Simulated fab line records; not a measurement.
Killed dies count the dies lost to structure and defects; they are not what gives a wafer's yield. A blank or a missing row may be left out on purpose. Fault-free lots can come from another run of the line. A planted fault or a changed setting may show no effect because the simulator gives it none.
fab line records	flow sky130
[record] lots = 6	wafers = 18	lastDay = 50
route steps=708 shown CAP2M@620 METAL4@621 PAD_OPEN@708
lots that met no fault: taken from a fault-free run of the same line
startH: hours from the record's opening day to when the first of the lot's shown wafers began	waitH: hours elapsed since this lot's preceding step	" unchanged from the row above	L1.1+2: a single row standing in for several wafers	- no value, or no start was given	* or withheld: withheld	< > ~ a bound
route shown NAME@n: names a module that has steps shown in the file, with the first one's number in the route	usual: mean/standard deviation of fault-free wafers	same: alike in all rows	chamber/n: place in a boat	sites: per-site readings	_std_site: how widely they spread, as a standard deviation	_edge_site: the outer-site mean with the inner-site mean subtracted	radiusMm: how far each site lies from the wafer's centre	mask NAME#n: copy n	behind: the last tool/chamber to shape the wafer	hold: reason for holding the lot/hours on hold/outcome of the hold	device: the transistor (n, p or np) that didn't switch	end of line: the route-end tests of the same wafers	a step without rows: its recipe alone	killed: not the wafer's yield, but the dies lost to structure and defects at the first sort	map: the dies of a wafer, with x for killed, . for not killed, _ for no die there
set.NAME: the setting that was run; set.NAME@STEP: the one run at that earlier step	model.NAME: the simulator's own value behind a step, which no gauge read
lots at some steps of the route; a table a step, a row a wafer
services: a tool's chamber out of use, with start hour (startH, from the record's first day; less than 0 if before it), hours out, and reason
[[steps]]
[step SKY_CAP2M_CLEAN_17]
[recipe] chemistry = O3/DIW	dry = n2Spin
[step SKY_METAL4_DEHYDRATE_05]
[recipe] tempC = 200	timeS = 60
[step SKY_METAL4_HMDS_06]
[recipe] primeTimeS = 60	primeTempC = 120
[step SKY_METAL4_COAT_07]
[recipe] resist = BARC	tempC = withheld	timeS = withheld	spinRpm = 3000	resistThkNm = 60
[step SKY_METAL4_COAT_08]
[recipe] resist = KrF-thick	spinRpm = 3000	resistThkNm = 1140
[step SKY_METAL4_SOFTBAKE_09]
[recipe] tempC = 100	timeS = 90	resist = KrF-thick
[step SKY_METAL4_EXPOSE_10]
[recipe] maskId = MM4	na = 0.68	sourceShape = annular	sigmaInner = 0.4	sigmaOuter = 0.8	targetCdNm = 300	doseMj = 28
[step SKY_METAL4_PEB_11]
[recipe] pebTempC = withheld	pebTimeS = withheld	resist = KrF-thick
[step SKY_METAL4_DEVELOP_12]
[recipe] developTimeS = 60	resist = KrF-thick	devTempC = 21
[step SKY_METAL4_CD_MEAS_13]
[recipe] targetCdNm = 300
[usual] cdNm = 300.0/1.5
lot.wafer	tool	chamber	startH	waitH	cdNm
L391.1	cdSem-01	-	1014.47	-	301.6
L391.5	"	-	"	"	302.4
L391.6	"	-	"	"	300.3
L395.2	cdSem-01	-	1032.06	-	300.2
L395.3	"	-	"	"	300.5
L395.5	"	-	"	"	298.7
L397.1	cdSem-01	-	1040.04	-	299.6
L397.2	"	-	"	"	298.9
L397.6	"	-	"	"	299.2
L399.1	cdSem-01	-	1056.69	-	296.6
L399.4	"	-	"	"	296.4
L399.5	"	-	"	"	297.0
L409.3	cdSem-01	-	1111.01	-	299.6
L409.4	"	-	"	"	298.6
L409.6	"	-	"	"	300.5
L411.3	cdSem-02	-	1129.93	-	300.7
L411.4	"	-	"	"	299.1
L411.5	"	-	"	"	298.8
[step SKY_METAL4_OVL_MEAS_14]
[usual] METAL4_OVL = -2/5.9
lot.wafer	tool	chamber	startH	waitH	METAL4_OVL[nm]
L391.1	overlay-02	-	1014.59	0.1	-6
L391.5	"	-	"	"	-10
L391.6	"	-	"	"	-5
L395.2	overlay-02	-	1032.17	0.1	2
L395.3	"	-	"	"	-5
L395.5	"	-	"	"	9
L397.1	overlay-02	-	1040.16	0.1	2
L397.2	"	-	"	"	-2
L397.6	"	-	"	"	-1
L399.1	overlay-02	-	1056.81	0.1	4
L399.4	"	-	"	"	5
L399.5	"	-	"	"	9
L409.3	overlay-02	-	1111.10	0.1	-3
L409.4	"	-	"	"	7
L409.6	"	-	"	"	1
L411.3	overlay-01	-	1130.03	0.1	-4
L411.4	"	-	"	"	0
L411.5	"	-	"	"	-4
[step SKY_METAL4_DESCUM_15]
[recipe] chemistry = O2	sourcePowerW = 150	biasPowerW = 0	pressureMtorr = 10	tempC = 40	timeS = 8
[usual] drypumpMotorCurrentA = 6.1/0.3	heBacksideLeakSccm = 3.37/0.26	oesProductAu = 0.989/0.0093
lot.wafer	tool	chamber	startH	waitH	drypumpMotorCurrentA	heBacksideLeakSccm	oesProductAu	rfHoursCounterH
L391.1	rieMetal-03	0	1014.62	0.0	6.1	3.31	0.995	8
L391.5	"	0	"	"	6.1	3.32	0.989	-
L391.6	"	1	"	"	6.2	3.44	0.992	-
L395.2	rieMetal-04	1	1032.20	0.0	6.5	3.29	1.005	18
L395.3	"	1	"	"	6.5	3.23	0.999	-
L395.5	"	0	"	"	6.2	3.04	0.984	-
L397.1	rieMetal-02	0	1040.20	0.0	6.2	3.44	0.984	19
L397.2	"	1	"	"	5.4	3.62	0.993	18
L397.6	"	1	"	"	5.4	3.59	0.986	-
L399.1	rieMetal-02	1	1056.85	0.0	5.4	3.74	1.001	18
L399.4	"	1	"	"	5.4	3.42	0.997	-
L399.5	"	1	"	"	5.5	3.63	0.995	-
L409.3	rieMetal-03	1	1111.13	0.0	6.2	3.61	0.990	-
L409.4	"	0	"	"	6.1	3.25	0.983	-
L409.6	"	1	"	"	6.3	3.72	1.002	-
L411.3	rieMetal-04	1	1130.06	0.0	6.5	3.43	0.977	-
L411.4	"	0	"	"	6.1	3.08	0.987	-
L411.5	"	1	"	"	6.5	3.30	0.988	-
[step SKY_METAL4_ETCH_16]
[recipe] chemistry = N2/H2	target = BARC	ionEnergyEv = 200	biasW = 100	pressureMtorr = 30	n2FlowSccm = 100	h2FlowSccm = 200	icpW = 500	stopOn = SiO2	timeS = 88.2	targetDepthA = 600
[usual] drypumpMotorCurrentA = 6.1/0.3	heBacksideLeakSccm = 3.4/0.32	oesProductAu = 0.626/0.0044	runLengthS = 116.5/0.38	throttleValvePct = 13.204/0.0089
lot.wafer	tool	chamber	startH	waitH	drypumpMotorCurrentA	heBacksideLeakSccm	oesProductAu	rfHoursCounterH	runLengthS	throttleValvePct	model.KrF-thick_of_METAL4_COAT_08.thkNm	model.METAL4.cdNm	model.SiO2_of_CAP2M_CVD_00.thkNm
L391.1	rieMetal-03	0	1014.65	0.0	6.1	3.4	0.630	8	115.9	13.208	1080	299.3	15.59
L391.5	"	0	"	"	6.2	3.4	0.631	-	116.3	13.206	1080	300.5	15.76
L391.6	"	1	"	"	6.2	3.5	0.622	-	116.4	13.194	1080	299.8	15.88
L395.2	rieMetal-04	1	1032.23	0.0	6.5	3.3	0.633	18	116.8	13.204	1083	298.8	15.42
L395.3	"	1	"	"	6.5	3.3	0.627	-	116.9	13.195	1078	298.9	15.49
L395.5	"	0	"	"	6.1	3.2	0.623	-	116.8	13.216	1084	296.5	15.67
L397.1	rieMetal-02	0	1040.23	0.0	6.3	3.4	0.581	19	137.9	13.194	1066	295.7	14.33
L397.2	"	1	"	"	5.4	3.7	0.572	18	137.5	13.204	1064	294.7	14.35
L397.6	"	1	"	"	5.5	3.6	0.577	-	137.2	13.197	1063	295.8	14.57
L399.1	rieMetal-02	1	1056.88	0.0	5.4	3.5	0.581	18	137.6	13.192	1066	292.9	14.16
L399.4	"	1	"	"	5.4	3.5	0.576	-	137.9	13.189	1060	293.3	15.04
L399.5	"	1	"	"	5.4	3.4	0.579	-	137.5	13.198	1066	294	14.6
L409.3	rieMetal-03	1	1111.19	0.0	6.2	3.4	0.620	-	116.4	13.201	1078	300.1	15.34
L409.4	"	0	"	"	6.1	3.3	0.623	-	115.9	13.228	1069	297.2	15.44
L409.6	"	1	"	"	6.2	3.5	0.626	-	116.9	13.208	1076	299.8	15.37
L411.3	rieMetal-04	1	1130.12	0.0	6.5	3.4	0.621	-	116.8	13.210	1076	299.8	15.23
L411.4	"	0	"	"	6.2	2.9	0.637	-	116.7	13.197	1079	296.5	15.57
L411.5	"	1	"	"	6.5	3.3	0.622	-	117.3	13.190	1077	297.4	15.94
[step SKY_METAL4_ETCH_17]
[recipe] target = SiO2	stopOn = TiN	chemistry = C4F8/O2/Ar	sourceW = 1500	biasW = 1200	pressureMtorr = 40	c4f8FlowSccm = withheld	O2_flow_sccm = 6	Ar_flow_sccm = 300	timeS = 3.9	targetDepthA = 150
[usual] oesProductAu = 0.755/0.0076
lot.wafer	tool	chamber	startH	waitH	oesProductAu	rfHoursCounterH	model.METAL4.cdNm	model.etch.depthNm
L391.1	rieDiel-04	3	1014.75	0.1	0.750	14	299.4	15.59
L391.5	"	0	"	"	0.761	-	300.5	15.76
L391.6	"	3	"	"	0.759	-	299.9	15.88
L395.2	rieDiel-04	2	1032.33	0.1	0.752	24	298.6	15.42
L395.3	"	0	"	"	0.749	22	299	15.49
L395.5	"	2	"	"	0.755	-	296.4	15.67
L397.1	rieDiel-02	0	1040.33	0.1	0.723	12	295.6	14.33
L397.2	"	3	"	"	0.722	13	294.7	14.35
L397.6	"	0	"	"	0.730	-	295.8	14.57
L399.1	rieDiel-02	2	1056.98	0.1	0.716	13	293	14.16
L399.4	"	1	"	"	0.745	7	293.3	15.04
L399.5	"	0	"	"	0.733	-	293.9	14.6
L409.3	rieDiel-01	1	1111.25	0.0	0.755	26	300.2	15.34
L409.4	"	2	"	"	0.754	0	297.1	15.44
L409.6	"	0	"	"	0.748	-	299.8	15.37
L411.3	rieDiel-04	1	1130.18	0.0	0.752	13	299.8	15.23
L411.4	"	2	"	"	0.752	27	296.4	15.57
L411.5	"	1	"	"	0.758	-	297.4	15.94
[step SKY_METAL4_METAL_ETCH_18]
[recipe] targetDepthA = 8450	stopOn = SiO2	overEtchFrac = 0.3	timeS = 183.1	chemistry = Cl2/BCl3	resistSidewallDeg = 88	pressureMtorr = 10	icpW = 900	biasW = 48.5	Cl2_flow_sccm = 60	bcl3FlowSccm = 30
[usual] drypumpMotorCurrentA = 6.17/0.24	heBacksideLeakSccm = 3.33/0.29	oesProductAu = 0.865/0.0066	runLengthS = 211.4/0.42	throttleValvePct = 22.265/0.0092
lot.wafer	tool	chamber	startH	waitH	drypumpMotorCurrentA	heBacksideLeakSccm	oesProductAu	rfHoursCounterH	runLengthS	throttleValvePct	model.KrF-thick_of_METAL4_COAT_08.thkNm
L391.1	rieMetal-04	0	1014.77	0.0	6.10	2.86	0.862	3	211.9	22.263	546.1
L391.5	"	0	"	"	6.08	2.93	0.861	-	212.1	22.255	543.1
L391.6	"	1	"	"	6.52	3.32	0.864	-	212.3	22.250	543.1
L395.2	rieMetal-03	1	1032.35	0.0	6.23	3.76	0.873	21	211.5	22.274	536.6
L395.3	"	0	"	"	6.10	3.39	0.853	-	211.5	22.267	531.3
L395.5	"	1	"	"	6.21	3.62	0.852	-	211.6	22.254	536.1
L397.1	rieMetal-03	0	1040.35	0.0	6.13	3.23	0.863	10	211.2	22.261	521.9
L397.2	"	1	"	"	6.17	3.50	0.861	22	211.3	22.269	516.8
L397.6	"	0	"	"	6.10	3.26	0.856	-	210.9	22.267	518
L399.1	rieMetal-03	0	1057.00	0.0	6.09	3.48	0.867	11	210.7	22.261	533.2
L399.4	"	0	"	"	6.09	3.17	0.867	-	211.0	22.264	524.5
L399.5	"	1	"	"	6.21	3.45	0.868	-	211.6	22.246	527.3
L409.3	rieMetal-04	1	1111.33	0.1	6.51	3.39	0.867	-	211.7	22.262	534.2
L409.4	"	0	"	"	6.17	3.00	0.857	-	211.8	22.263	529.7
L409.6	"	0	"	"	6.14	3.11	0.859	-	211.4	22.254	539.3
L411.3	rieMetal-03	0	1130.32	0.1	6.11	3.22	0.860	-	210.7	22.264	529.4
L411.4	"	0	"	"	6.10	3.26	0.858	-	211.0	22.262	534.4
L411.5	"	0	"	"	6.11	3.28	0.866	-	210.6	22.258	529.9
[step SKY_METAL4_STRIP_19]
[recipe] chemistry = O2/N2	powerW = 1400	pressureMtorr = 1500	platenTempC = withheld	o2FlowSccm = 3000	n2FlowSccm = 300	overashFraction = 0.5
[usual] drypumpMotorCurrentA = 5.7/0.42	oesProductAu = 0.507/0.0046	stripTimeToEndpointS = 6.64/0.063
lot.wafer	tool	chamber	startH	waitH	drypumpMotorCurrentA	oesProductAu	rfHoursCounterH	stripTimeToEndpointS
L391.1	plasmaAsher-01	1	1014.95	0.1	6.7	0.500	114	6.74
L391.5	"	0	"	"	5.8	0.499	-	6.71
L391.6	"	1	"	"	6.8	0.505	-	6.70
L395.2	plasmaAsher-02	0	1032.55	0.1	5.9	0.503	97	6.63
L395.3	"	0	"	"	5.9	0.503	-	6.58
L395.5	"	0	"	"	5.9	0.508	-	6.63
L397.1	plasmaAsher-02	1	1040.53	0.1	5.8	0.503	99	6.47
L397.2	"	0	"	"	6.0	0.498	99	6.43
L397.6	"	0	"	"	6.0	0.500	-	6.44
L399.1	plasmaAsher-03	0	1057.18	0.1	5.2	0.511	29	6.59
L399.4	"	1	"	"	5.3	0.495	-	6.49
L399.5	"	0	"	"	5.3	0.506	-	6.52
L409.3	plasmaAsher-03	0	1111.48	0.1	5.3	0.509	-	6.61
L409.4	"	1	"	"	5.3	0.498	-	6.56
L409.6	"	1	"	"	5.3	0.510	-	6.66
L411.3	plasmaAsher-03	0	1130.59	0.2	5.3	0.509	-	6.57
L411.4	"	1	"	"	5.3	0.509	-	6.61
L411.5	"	0	"	"	5.2	0.511	-	6.57
[step SKY_PAD_OPEN_PROBE_99]
[usual] defectLimitedYield = 82.4/1.9	killed_at_M0_to_M3 = 44/7.1	killed_at_M4_up = 3.5/2	killedAtContacts = 24/5.3	killedAtFrontEnd = 15/4.8	killedAtOther = 0.1/0.35	killedDies = 86/9.3	killedOpen = 47/7.8	killedShort = 39/5.9	sort_bin_3_pad_short = 0.8/0.42	sort_bin_5_function = 10.3/1.4	sort_bin_6_memory = 6.4/1.1	sortNPass = 406/9.3	sortYieldPct = 82.4/1.9
[same] grossDies = 492	killedAtBackSide = 0	sort_bin_4_leakage[%] = 0	sort_bin_8_speed[%] = 0
lot.wafer	tool	chamber	startH	waitH	defectLimitedYield[%]	killed_at_M0_to_M3	killed_at_M4_up	killedAtContacts	killedAtFrontEnd	killedAtOther	killedDies	killedOpen	killedShort	sort_bin_3_pad_short[%]	sort_bin_5_function[%]	sort_bin_6_memory[%]	sortNPass	sortYieldPct[%]
L395.2	prober-01	-	1122.88	0.1	82.1	53	7	15	12	1	88	48	40	1.2	10.8	5.9	404	82.1
L395.3	prober-01	-	1122.93	0.2	82.5	35	5	32	14	0	86	47	39	1.8	10.6	5.1	406	82.5
L395.5	prober-01	-	1123.03	0.2	80.1	57	0	24	17	0	98	62	36	0.8	12.6	6.5	394	80.1
L397.1	prober-01	-	1130.36	0.1	85.4	29	11	21	11	0	72	39	33	1.2	8.1	5.3	420	85.4
L397.2	prober-01	-	1130.41	0.1	81.7	57	3	17	13	0	90	49	41	1.4	10.4	6.5	402	81.7
L397.6	prober-01	-	1130.61	0.2	84.3	41	6	19	11	0	77	35	42	1.2	9.6	4.9	415	84.3
L399.4	prober-02	-	1143.50	0.2	85.0	38	3	20	13	0	74	37	37	1.0	9.1	4.9	418	85.0
// killed by level:class
L395.2 VIA1:geometricParticle:open=15 VIA3:geometricParticle:open=8 FIELD_ISO:geometricParticle:short=7 VIA1:geometricParticle:short=7 METAL4:geometricParticle:short=6 LI_CONTACT:geometricParticle:open=5 METAL1:geometricParticle:short=5 CONTACT:geometricParticle:open=5
L395.3 CONTACT:geometricParticle:open=12 VIA1:geometricParticle:open=11 METAL1:geometricParticle:short=8 LI_CONTACT:geometricParticle:open=7 LOCAL_INTERCONNECT:geometricParticle:short=6 VIA1:geometricParticle:short=6 FIELD_ISO:geometricParticle:open=5 CONTACT:geometricParticle:short=5
L395.5 VIA1:geometricParticle:open=17 VIA2:geometricParticle:open=12 CONTACT:geometricParticle:open=11 VIA3:geometricParticle:open=9 METAL1:geometricParticle:short=7 POLY_GATE:geometricParticle:short=6 LI_CONTACT:geometricParticle:open=6 FIELD_ISO:geometricParticle:short=5
L397.1 METAL4:geometricParticle:short=9 CONTACT:geometricParticle:open=8 VIA1:geometricParticle:open=8 VIA2:geometricParticle:open=7 CONTACT:geometricParticle:short=5 LI_CONTACT:geometricParticle:open=4 FIELD_ISO:geometricParticle:short=3 POLY_GATE:geometricParticle:open=3
L397.2 VIA1:geometricParticle:open=10 VIA1:geometricParticle:short=8 VIA3:geometricParticle:open=8 VIA2:geometricParticle:open=8 METAL2:geometricParticle:short=7 LI_CONTACT:geometricParticle:open=6 CONTACT:geometricParticle:open=6 METAL3:geometricParticle:short=5
L397.6 METAL2:geometricParticle:short=12 VIA1:geometricParticle:open=10 FIELD_ISO:geometricParticle:open=5 LOCAL_INTERCONNECT:geometricParticle:short=5 METAL4:geometricParticle:short=5 METAL1:geometricParticle:short=4 CONTACT:geometricParticle:open=4 VIA2:geometricParticle:open=4
L399.4 CONTACT:geometricParticle:open=8 VIA1:geometricParticle:short=8 VIA1:geometricParticle:open=8 LI_CONTACT:geometricParticle:open=6 METAL1:geometricParticle:short=5 FIELD_ISO:geometricParticle:short=4 FIELD_ISO:geometricParticle:open=3 LOCAL_INTERCONNECT:geometricParticle:short=3
[[services]]
tool	chamber	startH	hours	kind
rieDiel-01	0	998.69	10.5	repair
rieMetal-04	0	1001.86	5.7	repair
rieDiel-02	2	1002.76	2.9	repair
plasmaAsher-01	-	1015.16	38.0	repair
plasmaAsher-03	-	1015.18	28.1	pm
rieMetal-04	1	1017.43	2.9	repair
rieDiel-01	2	1019.84	11.0	repair
rieDiel-02	0	1021.29	15.8	repair
rieDiel-01	-	1027.57	0.4	repair
rieMetal-02	-	1030.54	4.2	repair
rieMetal-02	1	1034.24	5.7	repair
rieDiel-02	2	1036.29	4.0	repair
plasmaAsher-03	-	1043.28	2.8	pm
plasmaAsher-01	-	1055.25	9.0	pm
plasmaAsher-01	0	1055.25	9.0	ventCycle
plasmaAsher-01	1	1055.25	9.0	ventCycle
rieDiel-02	-	1063.59	4.3	pm
rieMetal-02	-	1065.79	1.4	pm
rieMetal-03	-	1084.02	1.5	repair
rieDiel-02	-	1091.86	0.4	repair
rieDiel-02	-	1094.31	2.8	pm
rieDiel-01	1	1098.98	2.5	repair
rieMetal-03	1	1099.45	3.2	repair
rieMetal-03	1	1126.81	5.6	repair
[[key]]
[firstSign] step = SKY_METAL4_ETCH_16	reading = runLengthS	direction = up	sigmas = 55	usual = *	struck = *
[effect] step = SKY_METAL4_ETCH_16	reading = oesProductAu	direction = down	sigmas = 11	usual = 0.626	struck = 0.578
[effect] step = SKY_METAL4_ETCH_17	reading = oesProductAu	direction = down	sigmas = 3.5	usual = 0.755	struck = 0.728
[modelEffect] step = SKY_METAL4_ETCH_16	value = KrF-thick_of_METAL4_COAT_08.thkNm	without = 1076	struck = 1064
[modelEffect] step = SKY_METAL4_ETCH_17	value = METAL4.cdNm	without = 298.3	struck = 294.4
[modelEffect] step = SKY_METAL4_METAL_ETCH_18	value = KrF-thick_of_METAL4_COAT_08.thkNm	without = 535.5	struck = 523.6
metAt SKY_METAL4_ETCH_16
struckWafers L397.1,L397.2,L397.6,L399.1,L399.4,L399.5
[fault] kind = processParameterDrift	tool = rieMetal-02	chamber = -	onsetH = 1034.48	steps = SKY_METAL4_ETCH_16	channel = timeS	offset = *	shape = step	endH = 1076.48	actsIn = *	stated = *
